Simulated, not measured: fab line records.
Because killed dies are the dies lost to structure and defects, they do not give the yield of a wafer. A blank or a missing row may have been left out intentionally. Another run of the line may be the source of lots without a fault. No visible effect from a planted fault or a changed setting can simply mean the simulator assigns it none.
A lot that was struck, set against a sound lot	flow sky130	44 steps out of a route of 708
Sound: the wafers L900.2, L900.4, L900.6. Struck: wafers L913.1, L913.3, L913.4. The cause comes at the end.
Per side, at each step with rows, come the tool, then ch with its chambers, and then its first start. Under that, the readings that differ: sound wafers	struck wafers	difference of the means	sigmas: that difference in standard deviations of wafers without a fault.
alike: words and numbers the same on both sides, and readings whose means are apart by under 2 such deviations; not compared: readings that were withheld, readings missing a value for some wafer, numbers with overlapping values and no deviation given by the record, and bounds like >300 which may hide the same value.
The two part at a step that has a row with sigmas, a row that says differs or no value, or rows on one side only. Non-overlapping numbers with no deviation appear without sigmas and do not part them. Lack of a reading on every wafer of one side parts them only where that side has two or more wafers.

first, 1 step without rows for these wafers: SKY_DNWELL_IMPLANT_07.
SKY_DNWELL_STRIP_08: strips in O2/N2.
  sound on plasma-asher-03 ch 1, day 4 10:49; struck on plasma-asher-03 ch 0,1, day 7 14:39
  alike: drypump-motor-current-A, oes-product-au, strip-time-to-endpoint-s
  not compared: rf-hours-counter-h
SKY_DNWELL_TW_MEAS_09:
  sound: film-metro-03 at day 4 10:56; struck: film-metro-03 at day 7 14:46
  alike: DNWELL_TW
then, 7 steps without rows for these wafers: SKY_PWDE_DEHYDRATE_00 (time 60 s); SKY_PWDE_HMDS_01 (prime time 60 s); SKY_PWDE_COAT_02 (resist thk 3000 nm); SKY_PWDE_SOFTBAKE_03; SKY_PWDE_EXPOSE_04 (exposes mask PWDEM, target cd 840 nm); SKY_PWDE_PEB_05; SKY_PWDE_DEVELOP_06 (develop time 60 s).
SKY_PWDE_OVL_MEAS_07:
  sound: overlay-01 at day 5 03:31; struck: overlay-02 at day 8 10:31
  alike: PWDE_OVL
after that, 1 step had no rows for these wafers: SKY_PWDE_IMPLANT_08.
SKY_PWDE_STRIP_09: strips in O2/N2.
  sound on plasma-asher-04 ch 0,1, day 5 03:42; struck on plasma-asher-02 ch 0,1, day 8 10:42
  alike: drypump-motor-current-A, oes-product-au, strip-time-to-endpoint-s
  not compared: rf-hours-counter-h
SKY_PWDE_TW_MEAS_10:
  sound: film-metro-01 at day 5 03:49; struck: film-metro-03 at day 8 10:48
  alike: PWDE_TW
then, 7 steps without rows for these wafers: SKY_NWELL_DEHYDRATE_03 (time 60 s); SKY_NWELL_HMDS_04 (prime time 60 s); SKY_NWELL_COAT_05 (resist thk 3000 nm); SKY_NWELL_SOFTBAKE_06; SKY_NWELL_EXPOSE_07 (exposes mask NWM, target cd 840 nm); SKY_NWELL_PEB_08; SKY_NWELL_DEVELOP_09 (develop time 60 s).
SKY_NWELL_OVL_MEAS_10:
  sound: overlay-01 at day 5 21:43; struck: overlay-01 at day 9 07:52
reading	sound	struck	difference	sigmas
NWELL_00_OVL (nm)	1.0 -0.7 -1.0	2.8 1.4 3.6	+2.8	+2
then, 3 steps without rows for these wafers: SKY_NWELL_IMPLANT_11; SKY_NWELL_IMPLANT_12; SKY_NWELL_IMPLANT_13.
SKY_NWELL_STRIP_14: strips in O2/N2.
  sound on plasma-asher-03 ch 1, day 5 22:12; struck on plasma-asher-03 ch 0,1, day 9 08:22
  alike: drypump-motor-current-A, oes-product-au, strip-time-to-endpoint-s
  not compared: rf-hours-counter-h
SKY_NWELL_TW_MEAS_15:
  sound: film-metro-01 at day 5 22:19; struck: film-metro-01 at day 9 08:28
  alike: NWELL_TW
then, 7 steps without rows for these wafers: SKY_NWELL_DEHYDRATE_16 (time 60 s); SKY_NWELL_HMDS_17 (prime time 60 s); SKY_NWELL_COAT_18 (resist thk 3000 nm); SKY_NWELL_SOFTBAKE_19; SKY_NWELL_EXPOSE_20 (exposes mask NWM COMPLEMENT, target cd 840 nm); SKY_NWELL_PEB_21; SKY_NWELL_DEVELOP_22 (develop time 57.51 s).
SKY_NWELL_OVL_MEAS_23:
  sound: overlay-02 at day 6 17:08; struck: overlay-01 at day 10 05:16
  alike: NWELL_01_OVL
after that, 1 step had no rows for these wafers: SKY_NWELL_IMPLANT_24.
SKY_NWELL_STRIP_25: strips in O2/N2.
  sound on plasma-asher-03 ch 0,1, day 6 17:19; struck on plasma-asher-01 ch 0,1, day 10 05:27
  alike: drypump-motor-current-A, oes-product-au, strip-time-to-endpoint-s
  not compared: rf-hours-counter-h
SKY_NWELL_TW_MEAS_26:
  sound: film-metro-01 at day 6 17:25; struck: film-metro-03 at day 10 05:33
  alike: NWELL_2_TW
then, 1 step without rows for these wafers: SKY_NWELL_CLEAN_27 (cleans in SC1/SC2, time 150 s).
SKY_NWELL_RTA_28: time 30 s.
  sound on rtp-anneal-02 ch 0, day 6 17:32; struck on rtp-anneal-01 ch 0, day 10 05:40
  alike: lamp-power-pct, wafer_temp_C_max
SKY_NWELL_RS_MEAS_29: measurement is done with a four-point probe.
  sound: film-metro-03 at day 6 17:38; struck: film-metro-04 at day 10 05:46
  alike: NWELL_RS
-- the record jumps here: 32 days lie between the struck wafers' starts before and after (it left off in module NWELL and takes up again in module VIA2, whose first step shown is number 521 of the route) --
SKY_VIA2_ETCH_14: etches BARC in N2/H2, stops on SiO2, time 45.9 s, target depth 60 nm.
  sound on rie-diel-01 ch 1,3, day 38 00:37; struck on rie-diel-01 ch 0,2,3, day 42 00:25
reading	sound	struck	difference	sigmas
model.VIA2.cd-nm (nm)	199.5 198.8 199	205.8 207.9 204.6	+7.0	
  alike: drypump-motor-current-A, oes-product-au, throttle-valve-pct
  not compared: rf-hours-counter-h
SKY_VIA2_ETCH_15: etches SiO2 in C4F8/O2/Ar, stops on TiN, target depth 546 nm, time 84 s.
  sound on rie-diel-01 ch 1,3, day 38 00:40; struck on rie-diel-01 ch 0,2,3, day 42 00:28
  alike: oes-product-au
  not compared: rf-hours-counter-h, model.VIA2.cd-nm
-- the record jumps here: 8 days lie between the struck wafers' starts before and after (it left off in module VIA2 and takes up again in module PAD_OPEN, whose first step shown is number 708 of the route) --
SKY_PAD_OPEN_PROBE_99:
  sound: prober-01 at day 47 04:09; struck: prober-01 at day 50 02:43
reading	sound	struck	difference	sigmas
killed-at-front-end	22 14 9	40 39 81	+38	+9
killed-dies	83 86 75	96 110 135	+32	+3
  alike: killed_at_M0_to_M3, killed_at_M4_up, killed-at-contacts, killed-at-other, killed-open, killed-short
  not compared: model.etest.via2-chain.rc-ohm

WHERE THEY PART
Earliest at SKY_NWELL_OVL_MEAS_10; latest, in this record, at SKY_PAD_OPEN_PROBE_99.

WHY: what had been put in by the simulator
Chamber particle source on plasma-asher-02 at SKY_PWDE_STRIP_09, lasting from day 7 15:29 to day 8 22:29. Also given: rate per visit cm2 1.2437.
